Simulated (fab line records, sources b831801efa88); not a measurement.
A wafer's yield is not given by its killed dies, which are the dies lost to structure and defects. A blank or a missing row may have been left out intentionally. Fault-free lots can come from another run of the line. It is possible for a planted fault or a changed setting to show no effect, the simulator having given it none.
fab line records	flow sky130
record lots=6	wafers=18	lastDay=50
route steps=708 shown POLY_GATE@236 LDD_N@237 LDD_P@255 PAD_OPEN@708
lots untouched by any fault: they come from a run of this same line in which no faults occurred
startH: start of the lot's first displayed wafer, in hours after the record's first day	waitH: how many hours have passed since the lot's step before this one	" as in the row above	L1.1+2: several wafers, shown together as one row	- no value, or no start was given	* or withheld: withheld	< > ~ a bound
route shown NAME@n: a module of which the file shows steps, and the number in the route of the first	usual: average and standard deviation across the fault-free wafers	same: alike in all rows	chamber/n: place in a boat	sites: per-site readings	_std_site: the standard deviation of these	_edge_site: mean of outer sites minus mean of inner sites	radiusMm: how far each site lies from the wafer's centre	mask NAME#n: copy n	behind: the most recent tool/chamber to have shaped the wafer	hold: why the lot went on hold/how many hours it stayed there/how the hold came to an end	device: the n, p or np transistor that did not switch	end of line: tests run on the same wafers once the route is complete	a step given without rows: its recipe and nothing more	killed: dies lost to structure and defects at the first sort, not the wafer's yield	map: per-die view of a wafer (x killed, . not killed, _ where there is no die)
set.NAME: the setting as run; set.NAME@STEP: as run at that earlier step	model.NAME: the simulator's own value behind a step, which no gauge read
certain route steps with their lots: each step a table, each wafer a row
services: the hour from which a tool's chamber was out of use, counted from the record's first day as startH (under 0 if before that day), plus the number of hours and why
## steps
# step SKY_POLY_GATE_CD_MEAS_22
# usual cdNm=149.5/2.9
lot.wafer	tool	chamber	startH	waitH	cdNm
L540.2	cdSem-01	-	385.88	0.1	151.8
L540.3	"	-	"	"	145.0
L540.4	"	-	"	"	148.6
L543.1	cdSem-01	-	399.01	0.1	156.9
L543.4	"	-	"	"	145.3
L543.5	"	-	"	"	150.0
L546.1	cdSem-01	-	434.31	0.1	150.5
L546.5	"	-	"	"	149.5
L546.6	"	-	"	"	150.6
L547.1	cdSem-02	-	434.31	0.1	146.8
L547.3	"	-	"	"	147.9
L547.5	"	-	"	"	148.4
L560.1	cdSem-02	-	558.34	0.1	143.9
L560.2	"	-	"	"	151.5
L560.5	"	-	"	"	152.2
L562.1	cdSem-02	-	574.08	0.1	149.1
L562.4	"	-	"	"	153.5
L562.6	"	-	"	"	151.5
# step SKY_LDD_N_DEHYDRATE_00
# recipe tempC=200	timeS=60
# step SKY_LDD_N_HMDS_01
# recipe primeTimeS=60	primeTempC=120
# step SKY_LDD_N_COAT_02
# recipe resist=NOVOLAK	spinRpm=3000	resistThkNm=300
# step SKY_LDD_N_SOFTBAKE_03
# recipe tempC=90	timeS=60	resist=NOVOLAK
# step SKY_LDD_N_EXPOSE_04
# recipe maskId=NTM	targetCdNm=840	na=0.6	sourceShape=conventional	sigmaOuter=0.6	doseMj=110
# step SKY_LDD_N_PEB_05
# recipe tempC=withheld	timeS=*	resist=NOVOLAK
# step SKY_LDD_N_DEVELOP_06
# recipe developTimeS=60	devTempC=23
# step SKY_LDD_N_OVL_MEAS_07
# usual LDD_N_OVL=-1.3/1.2
lot.wafer	tool	chamber	startH	waitH	LDD_N_OVL[nm]
L540.2	overlay-02	-	415.56	0.1	0.6
L540.3	"	-	"	"	-2.6
L540.4	"	-	"	"	-1.0
L543.1	overlay-01	-	429.42	0.1	-1.7
L543.4	"	-	"	"	-2.1
L543.5	"	-	"	"	-1.1
L547.1	overlay-02	-	466.15	0.1	-3.2
L547.3	"	-	"	"	-3.2
L547.5	"	-	"	"	-2.2
L546.1	overlay-01	-	466.45	0.1	-4.2
L546.5	"	-	"	"	-4.0
L546.6	"	-	"	"	-2.4
L560.1	overlay-02	-	588.60	0.1	-1.3
L560.2	"	-	"	"	-0.6
L560.5	"	-	"	"	-1.4
L562.1	overlay-02	-	603.50	0.1	-0.8
L562.4	"	-	"	"	-0.5
L562.6	"	-	"	"	-0.6
# step SKY_LDD_N_IMPLANT_08
# recipe species=As	energyKev=20	doseCm2=7.5e+13	tiltDeg=withheld	rotationDeg=23
# step SKY_LDD_N_IMPLANT_09
# recipe species=As	energyKev=20	doseCm2=7.5e+13	tiltDeg=withheld	rotationDeg=113
# step SKY_LDD_N_IMPLANT_10
# recipe species=As	energyKev=20	doseCm2=7.5e+13	tiltDeg=withheld	rotationDeg=203
# step SKY_LDD_N_IMPLANT_11
# recipe species=As	energyKev=20	doseCm2=7.5e+13	tiltDeg=withheld	rotationDeg=293
# usual doseIonsCm2=7.5e+13/6.6e+10
lot.wafer	tool	chamber	startH	waitH	doseIonsCm2
L540.2	implanter-03	0	416.07	0.1	7.493e+13
L540.3	"	0	"	"	7.51e+13
L540.4	"	0	"	"	7.494e+13
L543.1	implanter-04	0	429.91	0.1	7.498e+13
L543.4	"	0	"	"	7.495e+13
L543.5	"	0	"	"	7.504e+13
L543.1	implanter-04	0	430.22	0.3	7.494e+13
L543.4	"	0	"	"	7.508e+13
L543.5	"	0	"	"	7.5e+13
L547.1	implanter-03	0	466.64	0.1	7.493e+13
L547.3	"	0	"	"	7.487e+13
L547.5	"	0	"	"	7.495e+13
L547.1	implanter-03	0	466.96	0.3	7.502e+13
L547.3	"	0	"	"	7.496e+13
L547.5	"	0	"	"	7.5e+13
L546.1	implanter-04	0	466.94	0.1	7.509e+13
L546.5	"	0	"	"	7.5e+13
L546.6	"	0	"	"	7.501e+13
L560.1	implanter-02	0	589.09	0.1	7.494e+13
L560.2	"	0	"	"	7.503e+13
L560.5	"	0	"	"	7.504e+13
L562.1	implanter-04	0	603.99	0.1	7.503e+13
L562.4	"	0	"	"	7.501e+13
L562.6	"	0	"	"	7.502e+13
# step SKY_LDD_N_IMPLANT_12
# recipe species=BF2	energyKev=50	doseCm2=5e+12	tiltDeg=30	rotationDeg=0
# step SKY_LDD_N_IMPLANT_13
# recipe species=BF2	energyKev=50	doseCm2=5e+12	tiltDeg=30	rotationDeg=90
# step SKY_LDD_N_IMPLANT_14
# recipe species=BF2	energyKev=50	doseCm2=5e+12	tiltDeg=30	rotationDeg=180
# step SKY_LDD_N_IMPLANT_15
# recipe species=BF2	energyKev=50	doseCm2=5e+12	tiltDeg=30	rotationDeg=270
# step SKY_LDD_N_STRIP_16
# recipe chemistry=O2/N2	powerW=1400	pressureMtorr=1500	platenTempC=withheld	o2FlowSccm=3000	n2FlowSccm=300	overashFraction=0.5
# usual drypumpMotorCurrentA=5.5/0.5	oesProductAu=0.407/0.0043	stripTimeToEndpointS=4.315/0.014
lot.wafer	tool	chamber	startH	waitH	drypumpMotorCurrentA	oesProductAu	rfHoursCounterH	stripTimeToEndpointS
L540.2	plasmaAsher-04	1	416.79	0.1	6.0	0.407	70	4.321
L540.3	"	0	"	"	5.9	0.410	-	4.307
L540.4	"	1	"	"	6.0	0.406	-	4.312
L543.1	plasmaAsher-02	1	431.18	0.1	5.4	0.404	31	4.535
L543.4	"	1	"	"	5.4	0.404	-	4.531
L543.5	"	1	"	"	5.4	0.408	-	4.528
L546.1	plasmaAsher-01	0	467.69	0.1	4.8	0.407	78	4.333
L546.5	"	1	"	"	6.2	0.414	-	4.313
L546.6	"	0	"	"	4.8	0.414	-	4.334
L547.1	plasmaAsher-01	1	467.84	0.1	6.2	0.412	78	4.532
L547.3	"	1	"	"	6.2	0.409	-	4.529
L547.5	"	1	"	"	6.2	0.402	-	4.535
L560.1	plasmaAsher-01	0	589.84	0.1	4.8	0.408	90	4.313
L560.2	"	1	"	"	6.2	0.410	90	4.315
L560.5	"	0	"	"	4.8	0.409	-	4.321
L562.1	plasmaAsher-02	0	604.74	0.1	5.3	0.410	49	4.300
L562.4	"	1	"	"	5.4	0.404	-	4.294
L562.6	"	1	"	"	5.4	0.407	-	4.312
# step SKY_LDD_N_TW_MEAS_17
# usual LDD_N_TW=2597/12
lot.wafer	tool	chamber	startH	waitH	LDD_N_TW
L540.2	filmMetro-02	-	416.90	0.1	2580
L540.3	"	-	"	"	2586
L540.4	"	-	"	"	2567
L543.1	filmMetro-01	-	431.28	0.1	2687
L543.4	"	-	"	"	2683
L543.5	"	-	"	"	2694
L546.1	filmMetro-02	-	467.79	0.1	2600
L546.5	"	-	"	"	2601
L546.6	"	-	"	"	2590
L547.1	filmMetro-02	-	467.94	0.1	2701
L547.3	"	-	"	"	2706
L547.5	"	-	"	"	2705
L560.1	filmMetro-01	-	589.94	0.1	2619
L560.2	"	-	"	"	2613
L560.5	"	-	"	"	2606
L562.1	filmMetro-01	-	604.84	0.1	2609
L562.4	"	-	"	"	2610
L562.6	"	-	"	"	2611
# step SKY_LDD_P_DEHYDRATE_00
# recipe tempC=200	timeS=60
# step SKY_PAD_OPEN_PROBE_99
# usual killed_at_M0_to_M3=43/7	killed_at_M4_up=3.5/1.9	killedAtContacts=24/5.3	killedAtFrontEnd=15/4.4	killedAtOther=0.3/0.69	killedDies=87/9.7	killedOpen=48/7	killedShort=39/6.4
# same grossDies=492	killedAtBackSide=0
lot.wafer	tool	chamber	startH	waitH	killed_at_M0_to_M3	killed_at_M4_up	killedAtContacts	killedAtFrontEnd	killedAtOther	killedDies	killedOpen	killedShort	model.etest.tipN.rsOhmSq	model.etest.nfet_01v8_lvt.vtSatV	model.etest.nfet_01v8_turned.vtSatV	model.etest.nfet_01v8.vtSatV
L540.2	prober-02	-	1084.59	0.1	40	2	24	19	0	85	41	41	444.2	0.5405	0.6515	0.6487
L540.3	prober-02	-	1084.64	0.2	51	5	26	7	0	89	45	44	437.9	0.5179	0.6363	0.6319
L540.4	prober-02	-	1084.69	0.2	42	5	32	16	0	95	60	34	442.4	0.5291	0.645	0.6416
L543.1	prober-02	-	1094.07	0.1	37	5	21	18	0	81	47	33	388.3	0.5416	0.6496	0.6514
L543.4	prober-02	-	1094.22	0.2	44	4	27	27	2	104	58	45	386.8	0.5181	0.6305	0.6267
L543.5	prober-02	-	1094.27	0.2	42	3	23	26	0	94	54	38	384.7	0.5166	0.6221	0.6243
L546.1	prober-01	-	1118.23	0.1	51	5	23	13	0	92	52	40	440.4	0.5271	0.6358	0.6358
L546.5	prober-01	-	1118.43	0.2	36	3	27	18	0	84	44	40	444.8	0.5262	0.6408	0.6409
L546.6	prober-01	-	1118.48	0.2	48	3	27	10	0	88	50	38	442.9	0.5396	0.651	0.646
L547.1	prober-02	-	1121.30	0.1	43	3	21	15	0	82	41	41	388.1	0.5195	0.6371	0.6361
L547.3	prober-02	-	1121.40	0.2	34	5	26	11	0	76	40	36	390.1	0.5253	0.6418	0.6331
L547.5	prober-02	-	1121.50	0.2	28	3	16	10	0	57	33	24	393	0.5228	0.6386	0.6382
L560.1	prober-02	-	1189.73	0.1	36	3	30	16	1	86	49	37	441.9	0.532	0.6501	0.6496
L560.2	prober-02	-	1189.78	0.1	37	1	19	22	0	79	47	32	441.4	0.5503	0.6654	0.6606
L560.5	prober-02	-	1189.93	0.2	37	3	25	20	0	85	53	32	443.4	0.5403	0.6618	0.6616
L562.1	prober-01	-	1199.89	0.1	42	6	24	8	0	80	41	39	447.7	0.5347	0.647	0.6511
L562.4	prober-01	-	1200.04	0.2	44	2	24	12	0	82	44	38	448.5	0.5308	0.642	0.6405
L562.6	prober-01	-	1200.14	0.2	32	2	21	9	0	64	37	27	446.8	0.5359	0.6488	0.6465
# killed by level:class
L540.2 LI_CONTACT:geometricParticle:open=7 CONTACT:geometricParticle:open=7 VIA1:geometricParticle:open=7 METAL2:geometricParticle:short=7 CONTACT:geometricParticle:short=5 VIA1:geometricParticle:short=5 METAL3:geometricParticle:short=5 VIA3:geometricParticle:open=5
L540.3 VIA1:geometricParticle:open=9 CONTACT:geometricParticle:open=8 VIA1:geometricParticle:short=8 LI_CONTACT:geometricParticle:open=7 METAL2:geometricParticle:short=6 VIA3:geometricParticle:open=6 CONTACT:geometricParticle:short=5 METAL1:geometricParticle:short=4
L540.4 CONTACT:geometricParticle:open=14 VIA1:geometricParticle:open=12 VIA2:geometricParticle:open=9 LI_CONTACT:geometricParticle:open=8 CONTACT:geometricParticle:short=6 VIA3:geometricParticle:open=6 FIELD_ISO:geometricParticle:open=4 VIA1:geometricParticle:short=4
L543.1 VIA1:geometricParticle:open=9 LI_CONTACT:geometricParticle:open=7 POLY_GATE:geometricParticle:short=6 VIA1:geometricParticle:short=6 FIELD_ISO:geometricParticle:open=5 CONTACT:geometricParticle:open=5 METAL2:geometricParticle:short=5 VIA2:geometricParticle:open=5
L543.4 VIA1:geometricParticle:open=13 LI_CONTACT:geometricParticle:open=8 VIA3:geometricParticle:open=8 FIELD_ISO:geometricParticle:open=6 POLY_GATE:geometricParticle:short=6 POLY_GATE:geometricParticle:open=6 LOCAL_INTERCONNECT:geometricParticle:short=6 CONTACT:geometricParticle:open=6
L543.5 LI_CONTACT:geometricParticle:open=12 VIA1:geometricParticle:open=11 FIELD_ISO:geometricParticle:short=9 VIA2:geometricParticle:open=9 METAL1:geometricParticle:short=8 FIELD_ISO:geometricParticle:open=7 LOCAL_INTERCONNECT:geometricParticle:short=4 VIA3:geometricParticle:open=4
L546.1 VIA3:geometricParticle:open=11 CONTACT:geometricParticle:open=10 VIA1:geometricParticle:open=9 LI_CONTACT:geometricParticle:open=7 METAL2:geometricParticle:short=7 FIELD_ISO:geometricParticle:open=5 FIELD_ISO:geometricParticle:short=5 METAL3:geometricParticle:short=5
L546.5 CONTACT:geometricParticle:open=15 VIA1:geometricParticle:open=7 LI_CONTACT:geometricParticle:open=6 FIELD_ISO:geometricParticle:short=5 METAL1:geometricParticle:short=5 METAL2:geometricParticle:short=5 VIA2:geometricParticle:open=4 VIA3:geometricParticle:open=4
L546.6 LI_CONTACT:geometricParticle:open=8 CONTACT:geometricParticle:open=8 VIA1:geometricParticle:open=8 VIA3:geometricParticle:open=8 FIELD_ISO:geometricParticle:open=6 METAL1:geometricParticle:short=6 VIA2:geometricParticle:open=5 VIA3:geometricParticle:short=5
L547.1 VIA1:geometricParticle:open=8 METAL2:geometricParticle:short=8 LOCAL_INTERCONNECT:geometricParticle:short=7 CONTACT:geometricParticle:open=7 VIA1:geometricParticle:short=6 VIA3:geometricParticle:open=6 POLY_GATE:geometricParticle:open=4 VIA2:geometricParticle:open=4
L547.3 CONTACT:geometricParticle:open=9 VIA1:geometricParticle:open=6 VIA2:geometricParticle:open=6 METAL2:geometricParticle:short=5 LOCAL_INTERCONNECT:geometricParticle:short=5 CONTACT:geometricParticle:short=5 VIA3:geometricParticle:open=5 FIELD_ISO:geometricParticle:open=4
L547.5 VIA1:geometricParticle:open=14 LI_CONTACT:geometricParticle:open=7 CONTACT:geometricParticle:open=5 FIELD_ISO:geometricParticle:short=4 METAL1:geometricParticle:short=3 METAL2:geometricParticle:short=3 POLY_GATE:geometricParticle:short=2 LI_CONTACT:geometricParticle:short=2
L560.1 LI_CONTACT:geometricParticle:open=11 VIA1:geometricParticle:open=10 FIELD_ISO:geometricParticle:open=6 CONTACT:geometricParticle:short=6 CONTACT:geometricParticle:open=5 VIA2:geometricParticle:open=5 VIA2:geometricParticle:short=5 POLY_GATE:geometricParticle:short=4
L560.2 LI_CONTACT:geometricParticle:open=9 VIA1:geometricParticle:open=8 VIA3:geometricParticle:open=6 FIELD_ISO:geometricParticle:open=5 FIELD_ISO:geometricParticle:short=5 CONTACT:geometricParticle:open=5 VIA1:geometricParticle:short=4 VIA2:geometricParticle:short=4
L560.5 FIELD_ISO:geometricParticle:open=10 VIA1:geometricParticle:open=9 LI_CONTACT:geometricParticle:open=9 VIA2:geometricParticle:open=8 CONTACT:geometricParticle:open=7 FIELD_ISO:geometricParticle:short=5 LOCAL_INTERCONNECT:geometricParticle:short=5 VIA3:geometricParticle:open=4
L562.1 CONTACT:geometricParticle:open=9 VIA1:geometricParticle:open=8 VIA3:geometricParticle:open=7 VIA1:geometricParticle:short=6 CONTACT:geometricParticle:short=6 VIA2:geometricParticle:open=6 LOCAL_INTERCONNECT:geometricParticle:short=5 METAL2:geometricParticle:short=5
L562.4 CONTACT:geometricParticle:open=8 VIA2:geometricParticle:open=8 VIA1:geometricParticle:short=7 LI_CONTACT:geometricParticle:open=7 METAL1:geometricParticle:short=7 VIA3:geometricParticle:open=6 VIA1:geometricParticle:open=5 FIELD_ISO:geometricParticle:open=4
L562.6 VIA2:geometricParticle:open=7 CONTACT:geometricParticle:open=6 VIA3:geometricParticle:open=5 LI_CONTACT:geometricParticle:open=4 CONTACT:geometricParticle:short=4 METAL1:geometricParticle:short=4 VIA3:geometricParticle:short=4 VIA1:geometricParticle:open=4
## services
tool	chamber	startH	hours	kind
plasmaAsher-04	-	400.43	1.9	repair
plasmaAsher-04	-	421.25	9.0	pm
plasmaAsher-04	0	421.25	9.0	ventCycle
plasmaAsher-04	1	421.25	9.0	ventCycle
plasmaAsher-04	0	430.25	-	clean
plasmaAsher-04	1	430.25	-	clean
implanter-03	-	443.91	0.6	repair
plasmaAsher-01	-	463.48	1.9	repair
implanter-03	-	485.75	3.7	repair
plasmaAsher-01	-	515.63	0.7	repair
plasmaAsher-01	-	536.44	0.5	repair
implanter-02	-	540.06	6.4	pm
plasmaAsher-02	-	549.55	1.1	repair
implanter-04	-	575.97	1.9	repair
implanter-03	-	588.71	4.8	pm
implanter-04	-	593.32	3.0	repair
plasmaAsher-01	-	598.70	3.7	repair
## key
firstSign step=SKY_LDD_N_IMPLANT_11	reading=visit	direction=added
effect step=SKY_LDD_N_STRIP_16	reading=stripTimeToEndpointS	direction=up	sigmas=15	usual=*	struck=*
effect step=SKY_LDD_N_TW_MEAS_17	reading=LDD_N_TW	direction=up	sigmas=8.3	usual=2597	struck=2696
modelEffect step=SKY_PAD_OPEN_PROBE_99	value=etest.tipN.rsOhmSq	without=444.1	struck=388.5
metAt SKY_LDD_N_IMPLANT_11
struckWafers L543.1,L543.4,L543.5,L547.1,L547.3,L547.5
testerLeftOut L543,L547
fault kind=repeatedStepWhole	tool=implanter-02,implanter-03,implanter-04	chamber=-	onsetH=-	steps=SKY_LDD_N_IMPLANT_11	times=1	scope=struckLotsOnly
# testerLeftOut: of these lots the tester's yield and bins aren't shown, on N5 and GAA mostly nor the transistor test; their killed dies are dies lost to structure and defects alone, not to doping, threshold or leakage, so they don't give the yield
